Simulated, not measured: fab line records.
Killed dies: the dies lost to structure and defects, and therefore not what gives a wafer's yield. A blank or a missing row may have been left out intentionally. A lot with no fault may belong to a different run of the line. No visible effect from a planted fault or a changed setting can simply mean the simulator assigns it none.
fab line records    flow sky130
record: lots: 6  wafers: 18  lastDay: 50
route steps=708 shown CONTACT@424 METAL1@434 PAD_OPEN@708
lots untouched by any fault: they come from a run of this same line in which no faults occurred
startH: hours from the record's opening day to when the first of the lot's shown wafers began    waitH: hours elapsed since this lot's preceding step    " same as the row above    L1.1+2: a row that stands for several wafers    - no value, or no start given    * or withheld: withheld    < > ~ a bound
route shown NAME@n: a module of which the file shows steps, and the number in the route of the first    usual: mean and standard deviation over wafers with no fault    same: alike in all rows    chamber/n: place in a boat    sites: per-site readings    _std_site: the standard deviation of these    _edge_site: the outer-site mean with the inner-site mean subtracted    radiusMm: how far each site lies from the wafer's centre    mask NAME#n: copy n    behind: tool/chamber where the wafer was last shaped    hold: cause of the lot's hold/its duration in hours/its outcome    device: the n, p or np transistor that did not switch    end of line: the tests these same wafers got at the end of their route    where a step has no rows: the recipe by itself    killed: dies that structure and defects cost at the first sort, which is not the same as the wafer's yield    map: the dies of a wafer, with x for killed, . for not killed, _ for no die there
set.NAME: the setting that was run; set.NAME@STEP: the one run at that earlier step    model.NAME: the simulator's own value behind a step, which no gauge read
lots at some steps of the route; a table a step, a row a wafer
services: from which hour (startH, from the record's first day; less than 0 if before it) a tool's chamber was out of use, for how many hours, and why
== steps ==
step: SKY_CONTACT_ETCH_18
recipe: target: Si3N4  chemistry: CHF3/O2  stopOn: TiN  sourceW: 600  biasW: 200  pressureMtorr: 40  chf3FlowSccm: 50  O2_flow_sccm: 5  timeS: 39  targetDepthA: 750
step: SKY_CONTACT_STRIP_19
recipe: chemistry: O2/N2  powerW: 1400  pressureMtorr: 1500  platenTempC: withheld  o2FlowSccm: 3000  n2FlowSccm: 300  overashFraction: 0.5
step: SKY_CONTACT_STRIP_20
recipe: chemistry: postEtchResidueRemover  timeS: 1200  tempC: 72.5
step: SKY_CONTACT_CLEAN_21
recipe: chemistry: IPA  timeS: 180  tempC: 25
step: SKY_CONTACT_CLEAN_22
recipe: chemistry: O3/DIW  dry: n2Spin
step: SKY_CONTACT_SPUTTER_23
recipe: material: TiN  targetThkNm: 20  chamberPressurePa: 5  powerW: 4000  timeS: 80
usual: throttleValvePct: 29.9/0.78
lot.wafer  tool           chamber  startH  waitH  throttleValvePct
L765.1     pvdSputter-03  -        770.03  0.0    30.0
L765.5     "              -        "       "      29.6
L765.6     "              -        "       "      29.2
L771.1     pvdSputter-02  -        813.36  0.0    28.2
L771.2     "              -        "       "      30.6
L771.5     "              -        "       "      30.1
L773.3     pvdSputter-03  -        822.89  0.0    29.7
L773.4     "              -        "       "      30.6
L773.5     "              -        "       "      30.3
L781.1     pvdSputter-01  -        882.67  0.0    29.8
L781.2     "              -        "       "      30.7
L781.6     "              -        "       "      30.9
L783.3     pvdSputter-03  -        899.62  0.0    29.6
L783.4     "              -        "       "      29.6
L783.5     "              -        "       "      30.2
L784.2     pvdSputter-02  -        903.96  0.0    30.8
L784.3     "              -        "       "      29.9
L784.4     "              -        "       "      28.2
step: SKY_CONTACT_CVD_24
recipe: material: W  targetThkNm: 340  timeS: 102.12  tempC: 400  pressureTorr: 40
usual: heaterPowerW: 823/53
lot.wafer  tool     chamber  startH  waitH  heaterPowerW
L765.1     cvdW-02  0        770.09  0.0    859
L765.5     "        0        "       "      874
L765.6     "        0        "       "      881
L771.1     cvdW-02  0        813.43  0.0    874
L771.2     "        1        "       "      793
L771.5     "        1        "       "      785
L773.3     cvdW-02  0        822.99  0.1    870
L773.4     "        1        "       "      788
L773.5     "        0        "       "      874
L781.1     cvdW-02  0        882.73  0.0    882
L781.2     "        1        "       "      802
L781.6     "        0        "       "      856
L783.3     cvdW-02  0        899.72  0.1    854
L783.4     "        1        "       "      777
L783.5     "        1        "       "      783
L784.2     cvdW-02  1        904.03  0.0    788
L784.3     "        1        "       "      801
L784.4     "        0        "       "      862
step: SKY_CONTACT_RS_MEAS_25
recipe: thkMeasGauge: four-point-probe  reads: W_of_CONTACT_CVD_24+TiN_of_CONTACT_SPUTTER_23
usual: CONTACT_W_RS: 0.334/0.003
lot.wafer  tool          chamber  startH  waitH  CONTACT_W_RS[ohm/sq]
L765.1     filmMetro-04  -        770.31  0.2    0.334
L765.5     "             -        "       "      0.328
L765.6     "             -        "       "      0.332
L771.1     filmMetro-02  -        813.54  0.1    0.330
L771.2     "             -        "       "      0.332
L771.5     "             -        "       "      0.333
L773.3     filmMetro-04  -        823.11  0.1    0.336
L773.4     "             -        "       "      0.336
L773.5     "             -        "       "      0.333
L781.1     filmMetro-03  -        882.84  0.1    0.332
L781.2     "             -        "       "      0.332
L781.6     "             -        "       "      0.332
L783.3     filmMetro-02  -        899.83  0.1    0.333
L783.4     "             -        "       "      0.336
L783.5     "             -        "       "      0.333
L784.2     filmMetro-04  -        904.16  0.1    0.333
L784.3     "             -        "       "      0.336
L784.4     "             -        "       "      0.333
step: SKY_CONTACT_THK_MEAS_26
recipe: thkMeasGauge: xrf  reads: W_of_CONTACT_CVD_24
usual: CONTACT_W_THK: 353/7.3
lot.wafer  tool          chamber  startH  waitH  CONTACT_W_THK[nm]
L765.1     filmMetro-04  -        770.43  0.1    341
L765.5     "             -        "       "      350
L765.6     "             -        "       "      343
L771.1     filmMetro-02  -        813.66  0.1    361
L771.2     "             -        "       "      359
L771.5     "             -        "       "      358
L773.3     filmMetro-04  -        823.21  0.1    340
L773.4     "             -        "       "      344
L773.5     "             -        "       "      344
L781.1     filmMetro-03  -        882.96  0.1    363
L781.2     "             -        "       "      363
L781.6     "             -        "       "      364
L783.3     filmMetro-02  -        899.93  0.1    352
L783.4     "             -        "       "      348
L783.5     "             -        "       "      353
L784.2     filmMetro-04  -        904.27  0.1    347
L784.3     "             -        "       "      342
L784.4     "             -        "       "      346
step: SKY_CONTACT_CMP_27
recipe: stopOn: SiO2  tOverpolishS: 15  downForcePsi: 3.5  platenRpm: 60  targetThkNm: 0  padVelocityMS: 0.94248
step: SKY_METAL1_SPUTTER_00
recipe: material: Ti  targetThkNm: 15  powerW: 3000  timeS: 10  chamberPressurePa: 0.4
step: SKY_METAL1_SPUTTER_01
recipe: material: TiN  targetThkNm: 20  powerW: 6500  timeS: 16.7  chamberPressurePa: 0.4
step: SKY_METAL1_SPUTTER_02
recipe: material: AlCu  targetThkNm: 250  powerW: 10600  timeS: 13.3  chamberPressurePa: 0.4
usual: throttleValvePct: 30.0/0.83
lot.wafer  tool           chamber  startH  waitH  throttleValvePct  model.AlCu_of_METAL1_SPUTTER_02.thkNm
L765.1     pvdSputter-01  -        770.84  0.0    28.4              245.8
L765.5     "              -        "       "      29.8              251
L765.6     "              -        "       "      30.1              247.9
L771.1     pvdSputter-01  -        814.06  0.0    30.9              246.6
L771.2     "              -        "       "      30.0              191.7
L771.5     "              -        "       "      30.0              193.1
L773.3     pvdSputter-01  -        823.59  0.0    30.9              188.9
L773.4     "              -        "       "      29.9              256.5
L773.5     "              -        "       "      30.3              197.3
L781.1     pvdSputter-04  -        883.37  0.0    30.1              245.3
L781.2     "              -        "       "      30.9              247.9
L781.6     "              -        "       "      30.8              248.4
L783.3     pvdSputter-04  -        900.32  0.0    31.0              250.8
L783.4     "              -        "       "      31.4              248.4
L783.5     "              -        "       "      29.2              251.2
L784.2     pvdSputter-03  -        904.66  0.0    30.7              250.1
L784.3     "              -        "       "      29.4              249.2
L784.4     "              -        "       "      29.6              251.3
step: SKY_METAL1_SPUTTER_03
recipe: material: Ti  targetThkNm: 5  powerW: 3000  timeS: 3.3  chamberPressurePa: 0.4
usual: throttleValvePct: 30.0/0.84
lot.wafer  tool           chamber  startH  waitH  throttleValvePct
L765.1     pvdSputter-01  -        770.86  0.0    28.5
L765.5     "              -        "       "      29.9
L765.6     "              -        "       "      30.0
L771.1     pvdSputter-01  -        814.09  0.0    30.8
L771.2     "              -        "       "      30.0
L771.5     "              -        "       "      30.1
L773.3     pvdSputter-01  -        823.62  0.0    30.9
L773.4     "              -        "       "      30.1
L773.5     "              -        "       "      29.8
L781.1     pvdSputter-04  -        883.39  0.0    30.1
L781.2     "              -        "       "      30.8
L781.6     "              -        "       "      30.9
L783.3     pvdSputter-04  -        900.35  0.0    30.8
L783.4     "              -        "       "      31.2
L783.5     "              -        "       "      29.2
L784.2     pvdSputter-03  -        904.69  0.0    30.4
L784.3     "              -        "       "      29.6
L784.4     "              -        "       "      29.7
step: SKY_METAL1_SPUTTER_04
recipe: material: TiN  targetThkNm: 70  powerW: 6500  timeS: 58.3  chamberPressurePa: 0.4
usual: throttleValvePct: 30.0/0.84
lot.wafer  tool           chamber  startH  waitH  throttleValvePct
L765.1     pvdSputter-01  -        770.88  0.0    28.3
L765.5     "              -        "       "      30.1
L765.6     "              -        "       "      30.2
L771.1     pvdSputter-01  -        814.11  0.0    31.1
L771.2     "              -        "       "      30.1
L771.5     "              -        "       "      30.3
L773.3     pvdSputter-01  -        823.64  0.0    30.7
L773.4     "              -        "       "      29.9
L773.5     "              -        "       "      30.0
L781.1     pvdSputter-04  -        883.41  0.0    30.0
L781.2     "              -        "       "      30.7
L781.6     "              -        "       "      30.6
L783.3     pvdSputter-04  -        900.36  0.0    30.8
L783.4     "              -        "       "      31.2
L783.5     "              -        "       "      29.4
L784.2     pvdSputter-03  -        904.71  0.0    30.3
L784.3     "              -        "       "      29.2
L784.4     "              -        "       "      29.8
step: SKY_METAL1_RS_MEAS_05
recipe: thkMeasGauge: four-point-probe  reads: TiN_of_METAL1_SPUTTER_04+Ti_of_METAL1_SPUTTER_03+AlCu_of_METAL1_SPUTTER_02+TiN_of_METAL1_SPUTTER_01+Ti_of_METAL1_SPUTTER_00
usual: METAL1_ALCU_RS: 0.1269/0.0015
lot.wafer  tool          chamber  startH  waitH  METAL1_ALCU_RS[ohm/sq]
L765.1     filmMetro-04  -        770.93  0.0    0.1288
L765.5     "             -        "       "      0.1260
L765.6     "             -        "       "      0.1278
L771.1     filmMetro-04  -        814.16  0.0    0.1285
L771.2     "             -        "       "      0.1668
L771.5     "             -        "       "      0.1659
L773.3     filmMetro-04  -        823.73  0.1    0.1693
L773.4     "             -        "       "      0.1231
L773.5     "             -        "       "      0.1619
L781.1     filmMetro-04  -        883.46  0.0    0.1289
L781.2     "             -        "       "      0.1279
L781.6     "             -        "       "      0.1273
L783.3     filmMetro-01  -        900.45  0.1    0.1263
L783.4     "             -        "       "      0.1279
L783.5     "             -        "       "      0.1263
L784.2     filmMetro-04  -        904.78  0.0    0.1267
L784.3     "             -        "       "      0.1267
L784.4     "             -        "       "      0.1261
step: SKY_METAL1_THK_MEAS_06
recipe: thkMeasGauge: xrf  reads: AlCu_of_METAL1_SPUTTER_02
usual: METAL1_ALCU_THK: 246/3.4
lot.wafer  tool          chamber  startH  waitH  METAL1_ALCU_THK[nm]
L765.1     filmMetro-04  -        771.05  0.1    241
L765.5     "             -        "       "      247
L765.6     "             -        "       "      243
L771.1     filmMetro-04  -        814.28  0.1    244
L771.2     "             -        "       "      190
L771.5     "             -        "       "      190
L773.3     filmMetro-04  -        823.83  0.1    187
L773.4     "             -        "       "      252
L773.5     "             -        "       "      195
L781.1     filmMetro-04  -        883.58  0.1    241
L781.2     "             -        "       "      244
L781.6     "             -        "       "      244
L783.3     filmMetro-01  -        900.55  0.1    249
L783.4     "             -        "       "      248
L783.5     "             -        "       "      248
L784.2     filmMetro-04  -        904.89  0.1    246
L784.3     "             -        "       "      245
L784.4     "             -        "       "      247
step: SKY_METAL1_DEHYDRATE_07
recipe: tempC: 200  timeS: 60
step: SKY_METAL1_HMDS_08
recipe: primeTimeS: 60  primeTempC: 120
step: SKY_METAL1_COAT_09
recipe: resist: BARC  tempC: withheld  timeS: withheld  spinRpm: 3000  resistThkNm: 60
step: SKY_METAL1_COAT_10
recipe: resist: KrF-thick  spinRpm: 3000  resistThkNm: 450
step: SKY_METAL1_SOFTBAKE_11
recipe: tempC: 100  timeS: 90  resist: KrF-thick
step: SKY_METAL1_EXPOSE_12
recipe: maskId: MM1  na: 0.8  sourceShape: annular  sigmaInner: 0.55  sigmaOuter: 0.85  targetCdNm: 140  doseMj: 28
step: SKY_METAL1_PEB_13
recipe: pebTempC: withheld  pebTimeS: withheld  resist: KrF-thick
step: SKY_METAL1_DEVELOP_14
recipe: developTimeS: 60  resist: KrF-thick  devTempC: 21
step: SKY_METAL1_CD_MEAS_15
recipe: targetCdNm: 140
usual: cdNm: 140.0/1.2
lot.wafer  tool      chamber  startH  waitH  cdNm
L765.1     cdSem-02  -        798.17  -      140.1
L765.5     "         -        "       "      139.6
L765.6     "         -        "       "      140.4
L771.1     cdSem-01  -        841.13  -      141.2
L771.2     "         -        "       "      141.6
L771.5     "         -        "       "      140.4
L773.3     cdSem-01  -        850.87  -      137.5
L773.4     "         -        "       "      138.5
L773.5     "         -        "       "      139.9
L781.1     cdSem-01  -        909.08  -      140.4
L781.2     "         -        "       "      142.2
L781.6     "         -        "       "      140.8
L783.3     cdSem-02  -        925.97  -      138.9
L783.4     "         -        "       "      139.4
L783.5     "         -        "       "      141.0
L784.2     cdSem-02  -        930.15  -      141.3
L784.3     "         -        "       "      141.0
L784.4     "         -        "       "      140.9
step: SKY_METAL1_OVL_MEAS_16
usual: METAL1_OVL: -1/6.7
lot.wafer  tool        chamber  startH  waitH  METAL1_OVL[nm]
L765.1     overlay-01  -        798.29  0.1    -13
L765.5     "           -        "       "      -7
L765.6     "           -        "       "      2
L771.1     overlay-01  -        841.25  0.1    -12
L771.2     "           -        "       "      -7
L771.5     "           -        "       "      -12
L773.3     overlay-02  -        850.97  0.1    -5
L773.4     "           -        "       "      2
L773.5     "           -        "       "      -7
L781.1     overlay-01  -        909.20  0.1    -9
L781.2     "           -        "       "      -12
L781.6     "           -        "       "      -11
L783.3     overlay-01  -        926.07  0.1    7
L783.4     "           -        "       "      0
L783.5     "           -        "       "      -4
L784.2     overlay-02  -        930.26  0.1    1
L784.3     "           -        "       "      11
L784.4     "           -        "       "      0
step: SKY_METAL1_DESCUM_17
recipe: chemistry: O2  sourcePowerW: 150  biasPowerW: 0  pressureMtorr: 10  tempC: 40  timeS: 8
step: SKY_METAL1_ETCH_18
recipe: chemistry: N2/H2  target: BARC  ionEnergyEv: 200  biasW: 100  pressureMtorr: 30  n2FlowSccm: 100  h2FlowSccm: 200  icpW: 500  stopOn: SiO2  timeS: 45.9  targetDepthA: 600
step: SKY_METAL1_METAL_ETCH_19
recipe: targetDepthA: 3600  stopOn: SiO2  overEtchFrac: 0.3  timeS: 78  chemistry: Cl2/BCl3  resistSidewallDeg: 88  pressureMtorr: 10  icpW: 900  biasW: 48.5  Cl2_flow_sccm: 60  bcl3FlowSccm: 30
usual: drypumpMotorCurrentA: 5.5/0.65  oesProductAu: 0.854/0.0058  throttleValvePct: 22.265/0.0092
lot.wafer  tool         chamber  startH  waitH  drypumpMotorCurrentA  oesProductAu  rfHoursCounterH  throttleValvePct
L765.1     rieMetal-01  0        798.42  0.0    6.4                   0.840         6                22.273
L765.5     "            1        "       "      4.7                   0.858         -                22.263
L765.6     "            0        "       "      6.3                   0.853         -                22.241
L771.1     rieMetal-01  1        841.38  0.0    4.7                   0.850         14               22.266
L771.2     "            0        "       "      6.4                   0.812         7                22.262
L771.5     "            0        "       "      6.3                   0.802         -                22.265
L773.3     rieMetal-03  0        851.24  0.1    5.3                   0.804         -                22.268
L773.4     "            0        "       "      5.3                   0.858         -                22.258
L773.5     "            0        "       "      5.3                   0.815         -                22.254
L781.1     rieMetal-01  0        909.43  0.1    6.3                   0.849         10               22.262
L781.2     "            0        "       "      6.3                   0.856         -                22.257
L781.6     "            0        "       "      6.3                   0.851         -                22.260
L783.3     rieMetal-01  0        926.34  0.1    6.3                   0.847         -                22.262
L783.4     "            0        "       "      6.3                   0.854         -                22.259
L783.5     "            0        "       "      6.3                   0.861         -                22.262
L784.2     rieMetal-04  0        930.39  0.0    5.2                   0.858         5                22.264
L784.3     "            0        "       "      5.2                   0.850         -                22.267
L784.4     "            1        "       "      5.8                   0.860         -                22.267
step: SKY_METAL1_STRIP_20
recipe: chemistry: O2/N2  powerW: 1400  pressureMtorr: 1500  platenTempC: withheld  o2FlowSccm: 3000  n2FlowSccm: 300  overashFraction: 0.5
usual: drypumpMotorCurrentA: 6.0/0.57  oesProductAu: 0.342/0.0048  stripTimeToEndpointS: 2.68/0.03
lot.wafer  tool            chamber  startH  waitH  drypumpMotorCurrentA  oesProductAu  rfHoursCounterH  stripTimeToEndpointS
L765.1     plasmaAsher-01  0        798.51  0.1    5.1                   0.340         67               2.65
L765.5     "               0        "       "      5.1                   0.338         -                2.66
L765.6     "               1        "       "      5.6                   0.342         -                2.63
L771.1     plasmaAsher-03  1        841.47  0.1    6.8                   0.344         103              2.71
L771.2     "               0        "       "      5.9                   0.341         103              2.69
L771.5     "               0        "       "      5.9                   0.347         -                2.70
L773.3     plasmaAsher-03  1        851.39  0.1    6.8                   0.333         -                2.69
L773.4     "               0        "       "      5.9                   0.346         -                2.65
L773.5     "               0        "       "      5.9                   0.338         -                2.67
L781.1     plasmaAsher-03  0        909.61  0.1    5.9                   0.348         110              2.64
L781.2     "               1        "       "      6.8                   0.347         110              2.66
L781.6     "               1        "       "      6.8                   0.334         -                2.66
L783.3     plasmaAsher-04  0        926.49  0.1    6.5                   0.343         -                2.65
L783.4     "               1        "       "      6.3                   0.348         -                2.65
L783.5     "               1        "       "      6.3                   0.337         -                2.67
L784.2     plasmaAsher-04  0        930.48  0.1    6.5                   0.346         16               2.68
L784.3     "               1        "       "      6.3                   0.346         -                2.71
L784.4     "               0        "       "      6.5                   0.342         -                2.69
step: SKY_PAD_OPEN_PROBE_99
usual: defectLimitedYield: 82.1/2  killed_at_M0_to_M3: 43/6.4  killed_at_M4_up: 3.2/1.8  killedAtContacts: 25/5.5  killedAtFrontEnd: 16/5.2  killedAtOther: 0.3/0.49  killedDies: 88/10  killedOpen: 48/7  killedShort: 40/7.1  sort_bin_3_pad_short: 0.9/0.42  sort_bin_5_function: 10.5/1.6  sort_bin_6_memory: 6.5/1.2  sortNPass: 404/10  sortYieldPct: 82.1/2
same: grossDies: 492  killedAtBackSide: 0  sort_bin_4_leakage[%]: 0  sort_bin_8_speed[%]: 0
lot.wafer  tool       chamber  startH   waitH  defectLimitedYield[%]  killed_at_M0_to_M3  killed_at_M4_up  killedAtContacts  killedAtFrontEnd  killedAtOther  killedDies  killedOpen  killedShort  sort_bin_3_pad_short[%]  sort_bin_5_function[%]  sort_bin_6_memory[%]  sortNPass  sortYieldPct[%]  model.etest.met1.lineOhmUm  model.etest.met1.rsOhmSq
L765.1     prober-01  -        1102.03  0.1    80.3                   43                  2                28                24                0              97          46          51           1.2                      11.8                    6.7                   395        80.3             0.907                       0.1304
L765.5     prober-01  -        1102.23  0.2    78.5                   55                  5                29                17                0              106         66          40           1.4                      12.4                    7.7                   386        78.5             0.9095                      0.1277
L765.6     prober-01  -        1102.28  0.2    80.5                   43                  3                30                20                0              96          52          44           0.8                      11.4                    7.3                   396        80.5             0.9068                      0.1291
L771.1     prober-01  -        1134.87  0.1    82.9                   43                  1                19                21                0              84          53          31           0.6                      9.1                     7.3                   408        82.9             0.9141                      0.1288
L771.2     prober-01  -        1134.92  0.1    81.5                   43                  7                21                20                0              91          50          41           0.6                      9.6                     8.3                   401        81.5             1.194                       0.1687
L771.5     prober-01  -        1135.07  0.2    82.3                   40                  6                28                13                0              87          50          37           0.8                      11.0                    5.9                   405        82.3             1.198                       0.1663
L773.3     prober-01  -        1140.27  0.2    85.4                   41                  4                15                12                0              72          40          32           1.2                      7.7                     5.7                   420        85.4             1.248                       0.1706
L773.4     prober-01  -        1140.32  0.2    80.1                   52                  4                26                16                0              98          58          40           0.4                      13.0                    6.5                   394        80.1             0.9002                      0.1243
L773.5     prober-01  -        1140.37  0.2    80.1                   52                  5                28                13                0              98          64          34           0.4                      12.0                    7.5                   394        80.1             1.176                       0.1645
L781.1     prober-02  -        1185.57  0.1    77.6                   61                  1                28                20                0              110         65          45           1.6                      11.2                    9.6                   382        77.6             0.9015                      0.13
L781.2     prober-02  -        1185.62  0.1    83.3                   40                  3                26                12                1              82          47          35           1.2                      9.8                     5.7                   410        83.3             0.9078                      0.1289
L781.6     prober-02  -        1185.82  0.2    82.9                   34                  4                27                19                0              84          43          41           1.0                      10.0                    6.1                   408        82.9             0.9238                      0.129
L783.3     prober-02  -        1195.72  0.2    82.9                   51                  1                20                12                0              84          45          39           0.6                      11.6                    4.9                   408        82.9             0.91                        0.1267
L783.4     prober-02  -        1195.77  0.2    82.5                   46                  4                24                12                0              86          45          41           1.2                      10.2                    6.1                   406        82.5             0.9071                      0.1287
L783.5     prober-02  -        1195.82  0.2    80.9                   47                  5                25                16                1              94          49          45           0                        11.8                    7.3                   398        80.9             0.908                       0.1279
L784.2     prober-01  -        1198.50  0.1    82.1                   51                  4                23                10                0              88          46          42           0.8                      10.8                    6.3                   404        82.1             0.8945                      0.1278
L784.3     prober-01  -        1198.55  0.2    80.7                   59                  1                17                18                0              95          49          46           0.6                      10.4                    8.3                   397        80.7             0.9069                      0.1284
L784.4     prober-01  -        1198.60  0.2    82.5                   40                  3                31                12                0              86          44          42           0.6                      11.8                    5.1                   406        82.5             0.864                       0.1255
killed by level:class
L765.1 CONTACT:geometricParticle:open=10 VIA1:geometricParticle:open=10 FIELD_ISO:geometricParticle:short=9 POLY_GATE:geometricParticle:open=8 CONTACT:geometricParticle:short=8 VIA1:geometricParticle:short=7 METAL1:geometricParticle:short=6 LI_CONTACT:geometricParticle:open=5
L765.5 VIA3:geometricParticle:open=13 CONTACT:geometricParticle:open=11 LI_CONTACT:geometricParticle:open=9 METAL3:geometricParticle:short=7 VIA1:geometricParticle:open=7 VIA2:geometricParticle:open=7 METAL2:geometricParticle:short=6 LOCAL_INTERCONNECT:geometricParticle:short=5
L765.6 CONTACT:geometricParticle:open=12 METAL2:geometricParticle:short=9 VIA3:geometricParticle:open=7 VIA1:geometricParticle:open=7 POLY_GATE:geometricParticle:open=5 LI_CONTACT:geometricParticle:open=5 CONTACT:geometricParticle:short=5 VIA2:geometricParticle:open=5
L771.1 VIA2:geometricParticle:open=8 VIA3:geometricParticle:open=8 FIELD_ISO:geometricParticle:open=7 LI_CONTACT:geometricParticle:open=7 POLY_GATE:geometricParticle:open=6 CONTACT:geometricParticle:open=6 FIELD_ISO:geometricParticle:short=5 VIA1:geometricParticle:open=5
L771.2 VIA1:geometricParticle:open=13 CONTACT:geometricParticle:open=7 FIELD_ISO:geometricParticle:short=7 METAL2:geometricParticle:short=7 FIELD_ISO:geometricParticle:open=6 VIA2:geometricParticle:open=5 LI_CONTACT:geometricParticle:open=5 METAL1:geometricParticle:short=5
L771.5 CONTACT:geometricParticle:open=14 VIA1:geometricParticle:open=8 METAL2:geometricParticle:short=7 LI_CONTACT:geometricParticle:open=6 FIELD_ISO:geometricParticle:open=5 METAL4:geometricParticle:short=5 CONTACT:geometricParticle:short=5 VIA1:geometricParticle:short=5
L773.3 CONTACT:geometricParticle:open=8 VIA1:geometricParticle:open=8 VIA3:geometricParticle:open=7 VIA1:geometricParticle:short=7 METAL2:geometricParticle:short=6 METAL1:geometricParticle:short=5 LI_CONTACT:geometricParticle:open=4 FIELD_ISO:geometricParticle:short=3
L773.4 VIA1:geometricParticle:open=15 LI_CONTACT:geometricParticle:open=11 METAL2:geometricParticle:short=9 VIA3:geometricParticle:open=7 POLY_GATE:geometricParticle:open=6 CONTACT:geometricParticle:open=6 VIA1:geometricParticle:short=5 VIA3:geometricParticle:short=4
L773.5 CONTACT:geometricParticle:open=13 VIA1:geometricParticle:open=11 VIA2:geometricParticle:open=9 LI_CONTACT:geometricParticle:open=8 METAL1:geometricParticle:short=7 METAL2:geometricParticle:short=6 POLY_GATE:geometricParticle:open=5 VIA3:geometricParticle:open=5
L781.1 VIA2:geometricParticle:open=19 METAL1:geometricParticle:short=11 LOCAL_INTERCONNECT:geometricParticle:short=7 VIA3:geometricParticle:open=7 FIELD_ISO:geometricParticle:open=6 LI_CONTACT:geometricParticle:open=6 VIA1:geometricParticle:open=6 VIA1:geometricParticle:short=5
L781.2 CONTACT:geometricParticle:open=11 VIA3:geometricParticle:open=9 CONTACT:geometricParticle:short=7 VIA2:geometricParticle:open=7 VIA1:geometricParticle:open=5 LI_CONTACT:geometricParticle:open=5 METAL3:geometricParticle:short=5 FIELD_ISO:geometricParticle:open=4
L781.6 CONTACT:geometricParticle:open=11 LI_CONTACT:geometricParticle:open=7 VIA2:geometricParticle:open=7 POLY_GATE:geometricParticle:short=5 CONTACT:geometricParticle:short=5 VIA1:geometricParticle:open=5 FIELD_ISO:geometricParticle:short=4 VIA3:geometricParticle:short=4
L783.3 VIA1:geometricParticle:open=13 VIA2:geometricParticle:open=10 VIA3:geometricParticle:open=8 CONTACT:geometricParticle:open=6 LOCAL_INTERCONNECT:geometricParticle:short=5 VIA1:geometricParticle:short=5 LI_CONTACT:geometricParticle:short=4 METAL2:geometricParticle:short=4
L783.4 CONTACT:geometricParticle:open=9 VIA1:geometricParticle:short=8 VIA3:geometricParticle:open=8 FIELD_ISO:geometricParticle:short=5 LI_CONTACT:geometricParticle:short=5 METAL1:geometricParticle:short=5 VIA1:geometricParticle:open=5 VIA2:geometricParticle:open=5
L783.5 VIA1:geometricParticle:open=13 CONTACT:geometricParticle:open=10 METAL2:geometricParticle:short=8 VIA2:geometricParticle:short=8 METAL1:geometricParticle:short=7 LI_CONTACT:geometricParticle:open=6 CONTACT:geometricParticle:short=5 VIA2:geometricParticle:open=5
L784.2 CONTACT:geometricParticle:open=12 METAL1:geometricParticle:short=11 VIA1:geometricParticle:open=10 VIA2:geometricParticle:open=8 LI_CONTACT:geometricParticle:open=6 VIA1:geometricParticle:short=6 VIA2:geometricParticle:short=6 POLY_GATE:geometricParticle:short=4
L784.3 VIA1:geometricParticle:open=12 VIA2:geometricParticle:open=10 METAL1:geometricParticle:short=8 LI_CONTACT:geometricParticle:open=7 METAL2:geometricParticle:short=7 FIELD_ISO:geometricParticle:short=5 VIA2:geometricParticle:short=5 FIELD_ISO:geometricParticle:open=4
L784.4 VIA1:geometricParticle:open=11 CONTACT:geometricParticle:open=10 METAL2:geometricParticle:short=7 LI_CONTACT:geometricParticle:short=6 VIA3:geometricParticle:open=6 LOCAL_INTERCONNECT:geometricParticle:short=5 CONTACT:geometricParticle:short=5 METAL1:geometricParticle:short=5
== services ==
tool            chamber  startH  hours  kind
cvdW-02         -        748.92  1.3    repair
plasmaAsher-04  -        758.57  3.1    repair
rieMetal-04     0        758.62  4.0    repair
cvdW-02         1        766.07  10.8   repair
plasmaAsher-03  -        770.12  1.5    repair
pvdSputter-02   -        771.87  1.2    repair
rieMetal-01     0        780.73  1.4    repair
pvdSputter-01   -        782.79  2.8    repair
plasmaAsher-01  -        783.43  7.0    repair
plasmaAsher-01  -        788.89  2.9    repair
rieMetal-01     -        801.94  1.0    repair
pvdSputter-04   0        828.41  -      consumableReplace:kit
pvdSputter-04   0        828.41  18.0   scheduledDown
pvdSputter-04   0        828.41  18.0   ventCycle
pvdSputter-03   0        829.98  -      consumableReplace:kit
plasmaAsher-04  -        830.00  13.5   repair
rieMetal-04     -        830.99  1.4    pm
pvdSputter-04   -        851.03  2.2    repair
pvdSputter-03   -        858.97  9.0    repair
pvdSputter-04   -        883.97  4.0    repair
plasmaAsher-04  -        895.50  4.2    repair
rieMetal-01     1        903.30  10.6   repair
pvdSputter-03   -        922.83  1.7    repair
pvdSputter-02   -        929.69  2.3    repair
== key ==
firstSign: step: SKY_METAL1_RS_MEAS_05  reading: METAL1_ALCU_RS  direction: up  sigmas: 27  usual: 0.1269  struck: 0.1660
effect: step: SKY_METAL1_THK_MEAS_06  reading: METAL1_ALCU_THK  direction: down  sigmas: 16  usual: 246  struck: 190
effect: step: SKY_METAL1_METAL_ETCH_19  reading: oesProductAu  direction: down  sigmas: 7.9  usual: 0.854  struck: 0.808
modelEffect: step: SKY_METAL1_SPUTTER_02  value: AlCu_of_METAL1_SPUTTER_02.thkNm  without: 253.6  struck: 192.7
modelEffect: step: SKY_PAD_OPEN_PROBE_99  value: etest.met1.lineOhmUm  without: 0.9048  struck: 1.204
metAt SKY_METAL1_SPUTTER_02
struckWafers L771.2,L771.5,L773.3,L773.5
onsetBetween 770.84 814.06
fault: kind: processParameterDrift  tool: pvdSputter-01  chamber: -  onsetH: 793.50  steps: SKY_METAL1_SPUTTER_02  channel: timeS  offset: *  shape: step  endH: 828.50  scope: struckWafersOnly  actsIn: *  stated: *
